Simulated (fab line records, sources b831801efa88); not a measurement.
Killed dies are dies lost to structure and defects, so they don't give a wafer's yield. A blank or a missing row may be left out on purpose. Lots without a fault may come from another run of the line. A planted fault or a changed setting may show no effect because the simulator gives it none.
A struck lot beside a sound one | flow sky130 | 17 steps out of a route of 708
Sound: wafers L200.1, L200.2, L200.4. Struck: wafer L216.4. (L216.3, L216.5 of the same lot were not struck and are left out.) The cause comes at the end.
At each step with rows: each side's tool, then ch and its chambers, then its first start. Under that, the readings that differ: sound wafers | struck wafers | difference of the means | sigmas: that difference in standard deviations of wafers without a fault.
alike: readings whose means differ by less than 2 such deviations, and words and numbers that are the same on both sides. not compared: withheld readings, readings that some wafer has no value for, bounds like >300 that may hide the same value, and numbers for which the record gives no deviation and whose values overlap.
The two part at a step that has a row with sigmas, a row that says differs or no value, or rows on one side only. Numbers that don't overlap but have no deviation are shown without sigmas and don't part them. A reading that every wafer of one side lacks parts them only if that side has two wafers or more.

first, 2 steps without rows for these wafers: SKY_CONTACT_PEB_12; SKY_CONTACT_DEVELOP_13 (develop time 60 s).
SKY_CONTACT_CD_MEAS_14: target cd 170 nm.
  sound on cd_sem-02, day 32 02:26; struck on cd_sem-01, day 37 11:12
  alike: cd_nm
SKY_CONTACT_OVL_MEAS_15:
  sound on overlay-02, day 32 02:33; struck on overlay-01, day 37 11:18
  alike: CONTACT_OVL
SKY_CONTACT_ETCH_16: etches BARC in N2/H2, stops on SiO2, time 45.9 s, target depth 60 nm.
  sound on rie_diel-01 ch 0,2, day 32 02:35; struck on rie_diel-01 ch 0, day 37 11:19
  alike: drypump_motor_current_A, oes_product_au, throttle_valve_pct
  not compared: rf_hours_counter_h
SKY_CONTACT_ETCH_17: etches SiO2 in C4F8/O2/Ar, stops on Si3N4, target depth 340 nm.
  sound on rie_diel-01 ch 0,2, day 32 02:38; struck on rie_diel-01 ch 0, day 37 11:22
  alike: oes_product_au
SKY_CONTACT_ETCH_18: etches Si3N4 in CHF3/O2, stops on TiN, time 39 s, target depth 75 nm.
  sound on rie_diel-01 ch 0,2; struck on rie_diel-01 ch 0
  alike: O2_flow_sccm, drypump_motor_current_A, oes_product_au, throttle_valve_pct
  not compared: rf_hours_counter_h
then, 4 steps without rows for these wafers: SKY_CONTACT_STRIP_19 (strips in O2/N2); SKY_CONTACT_STRIP_20 (strips in post etch residue remover, time 1200 s); SKY_CONTACT_CLEAN_21 (cleans in IPA, time 180 s); SKY_CONTACT_CLEAN_22 (cleans in O3/DIW).
SKY_CONTACT_SPUTTER_23: material TiN, target thk 20 nm, time 80 s.
  sound on pvd_sputter-01, day 32 03:21; struck on pvd_sputter-03, day 37 12:02
  alike: chamber_pressure_pa, throttle_valve_pct
SKY_CONTACT_CVD_24: deposits W, target thk 340 nm, time 102.12 s.
  sound on cvd_w-02 ch 0,1, day 32 03:25; struck on cvd_w-01 ch 1, day 37 12:08
  reading                               | sound             | struck | difference | sigmas
  model.W_of_CONTACT_CVD_24.thk_nm (nm) | 344.3 338.3 338.9 | 309.1  | -31.4      |
  alike: heater_power_w
SKY_CONTACT_RS_MEAS_25: measures by four-point-probe.
  sound on film_metro-04, day 32 03:31; struck on film_metro-03, day 37 12:15
  reading               | sound             | struck | difference | sigmas
  CONTACT_W_RS (ohm/sq) | 0.334 0.339 0.339 | 0.372  | +0.035     | +10
SKY_CONTACT_THK_MEAS_26: measures by xrf.
  sound on film_metro-04, day 32 03:38; struck on film_metro-03, day 37 12:21
  reading            | sound       | struck | difference | sigmas
  CONTACT_W_THK (nm) | 343 335 337 | 303    | -35        | -8
SKY_CONTACT_CMP_27: polishes, stops on SiO2, t overpolish 15 s, target thk 0 nm.
  sound on cmp-01 ch 0,1,3, day 32 03:42; struck on cmp-02 ch 2, day 37 12:26
  reading                | sound    | struck | difference | sigmas
  time_to_endpoint_s (s) | 87 83 85 | 74     | -11        | -3
  alike: edge_zone_pressure_frac, motor_current_A
then, 1 step without rows for these wafers: SKY_PAD_OPEN_PROBE_99.

WHERE THEY PART
First at SKY_CONTACT_RS_MEAS_25; last, within this record, at SKY_CONTACT_CMP_27.

WHY: what the simulator had put in
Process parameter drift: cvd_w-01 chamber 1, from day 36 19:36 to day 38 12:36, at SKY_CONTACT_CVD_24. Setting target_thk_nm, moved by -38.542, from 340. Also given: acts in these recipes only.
